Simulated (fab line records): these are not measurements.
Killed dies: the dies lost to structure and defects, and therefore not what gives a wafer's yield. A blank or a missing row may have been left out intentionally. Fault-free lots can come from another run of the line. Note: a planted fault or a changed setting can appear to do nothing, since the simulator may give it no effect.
A struck lot beside a sound one | flow sky130 | 40 out of 708 route steps
Sound: wafers L713.1, L713.3, L713.4. Wafers struck: L714.3, L714.4, L714.6. The cause comes at the end.
At each step with rows: each side's tool, then ch and its chambers, then its first start. Under that, the readings that differ: sound wafers | struck wafers | difference of the means | sigmas: that difference in standard deviations of wafers without a fault.
alike: readings whose means differ by less than 2 such deviations, and words and numbers that are the same on both sides. not compared: withheld readings, readings that some wafer has no value for, bounds like >300 that may hide the same value, and numbers for which the record gives no deviation and whose values overlap.
The two part at a step that has a row with sigmas, a row that says differs or no value, or rows on one side only. Non-overlapping numbers with no deviation appear without sigmas and do not part them. Lack of a reading on every wafer of one side parts them only where that side has two or more wafers.

first, 3 steps without rows for these wafers: SKY_VIA2_STRIP_17 (strips in post etch residue remover, time 1200 s); SKY_VIA2_CLEAN_18 (cleans in IPA, time 180 s); SKY_VIA2_CLEAN_19 (cleans in O3/DIW).
SKY_VIA2_SPUTTER_20: material TiN, target thk 20 nm, time 80 s.
  sound on pvd_sputter-04, day 36 04:28; struck on pvd_sputter-02, day 36 22:25
  alike: cathode_dc_power_W, chamber_pressure_pa, throttle_valve_pct
SKY_VIA2_CVD_21: deposits W, target thk 420 nm, time 126.4 s.
  sound on cvd_w-02 ch 0,1, day 36 04:32; struck on cvd_w-02 ch 0,1, day 36 22:31
  alike: heater_power_w
SKY_VIA2_RS_MEAS_22: the measuring method here is four-point-probe.
  sound on film_metro-02, day 36 04:40; struck on film_metro-01, day 36 22:38
  alike: VIA2_W_RS
SKY_VIA2_THK_MEAS_23: measures by xrf.
  sound on film_metro-02, day 36 04:47; struck on film_metro-01, day 36 22:44
  alike: VIA2_W_THK
SKY_VIA2_CMP_24: polishes, stops on SiO2, t overpolish 20 s, target thk 0 nm.
  sound on cmp-02 ch 1,2,3, day 36 04:53; struck on cmp-01 ch 0,1,3, day 36 22:50
  alike: edge_zone_pressure_frac, motor_current_A, overpolish_run_s, retaining_ring_pressure_frac, time_to_endpoint_s
SKY_METAL3_SPUTTER_00: material Ti, target thk 15 nm, time 10 s.
  sound on pvd_sputter-03, day 36 05:08; struck on pvd_sputter-01, day 36 23:05
  alike: cathode_dc_power_W, chamber_pressure_pa, throttle_valve_pct
SKY_METAL3_SPUTTER_01: material TiN, target thk 20 nm, time 16.7 s.
  sound on pvd_sputter-03, day 36 05:10; struck on pvd_sputter-01, day 36 23:07
  alike: cathode_dc_power_W, chamber_pressure_pa, throttle_valve_pct
then, 2 steps without rows for these wafers: SKY_METAL3_SPUTTER_02 (material AlCu, target thk 735 nm, time 39.1 s); SKY_METAL3_SPUTTER_03 (material Ti, target thk 5 nm, time 3.446 s).
SKY_METAL3_SPUTTER_04: material TiN, target thk 70 nm, time 58.3 s.
  sound on pvd_sputter-03, day 36 05:15; struck on pvd_sputter-01, day 36 23:11
  no value came back on the struck wafers for cathode_dc_power_W (W), chamber_pressure_pa (Pa), throttle_valve_pct (%); on the sound wafers cathode_dc_power_W (W) reads 6499.9 6498.5 6496.3
then, 9 steps without rows for these wafers: SKY_CAPM_CVD_00 (deposits SiO2, target thk 15.5 nm); SKY_CAPM_SPUTTER_02 (material TiN, target thk 200 nm, time 166.7 s); SKY_CAPM_DEHYDRATE_05 (time 60 s); SKY_CAPM_HMDS_06 (prime time 60 s); SKY_CAPM_COAT_07 (resist thk 1140 nm); SKY_CAPM_SOFTBAKE_08 (time 60 s); SKY_CAPM_EXPOSE_09 (exposes mask CAPM, target cd 1000 nm); SKY_CAPM_PEB_10; SKY_CAPM_DEVELOP_11 (develop time 60 s).
SKY_CAPM_OVL_MEAS_12:
  sound on overlay-01, day 37 06:40; struck on overlay-02, day 38 01:52
  alike: CAPM_OVL
then, 13 steps without rows for these wafers: SKY_CAPM_METAL_ETCH_13 (etches TiN in Cl2/BCl3, stops on SiO2, target depth 220 nm, time 62.9 s); SKY_CAPM_STRIP_14 (strips in O2/N2); SKY_CAPM_STRIP_15 (strips in post etch residue remover, time 1200 s); SKY_CAPM_CLEAN_16 (cleans in IPA, time 180 s); SKY_CAPM_CLEAN_17 (cleans in O3/DIW); SKY_METAL3_DEHYDRATE_05 (time 60 s); SKY_METAL3_HMDS_06 (prime time 60 s); SKY_METAL3_COAT_07 (resist thk 60 nm); SKY_METAL3_COAT_08 (resist thk 1140 nm); SKY_METAL3_SOFTBAKE_09 (time 90 s); SKY_METAL3_EXPOSE_10 (exposes mask MM3, target cd 300 nm); SKY_METAL3_PEB_11; SKY_METAL3_DEVELOP_12 (develop time 60 s).
SKY_METAL3_CD_MEAS_13 targets a cd of 300 nm.
  sound on cd_sem-01, day 38 09:37; struck on cd_sem-01, day 39 03:37
  alike: cd_nm
SKY_METAL3_OVL_MEAS_14:
  sound on overlay-02, day 38 09:44; struck on overlay-02, day 39 03:43
  alike: METAL3_OVL
then, 1 step without rows for these wafers: SKY_METAL3_DESCUM_15 (chemistry O2, time 8 s).
SKY_METAL3_METAL_ETCH_18: etches the open film in Cl2/BCl3, stops on SiO2, target depth 845 nm, time 183.1 s.
  sound on rie_metal-03 ch 0,1, day 38 09:55; struck on rie_metal-03 ch 0,1, day 39 03:56
  reading               | sound             | struck            | difference | sigmas
  oes_product_au (a.u.) | 0.863 0.865 0.870 | 0.827 0.828 0.836 | -0.036     | -7
  alike: drypump_motor_current_A, throttle_valve_pct
  not compared: rf_hours_counter_h

WHERE THEY PART
Last at SKY_METAL3_METAL_ETCH_18 as far as this record goes, first at SKY_METAL3_SPUTTER_04.

WHY: what the simulator had put in
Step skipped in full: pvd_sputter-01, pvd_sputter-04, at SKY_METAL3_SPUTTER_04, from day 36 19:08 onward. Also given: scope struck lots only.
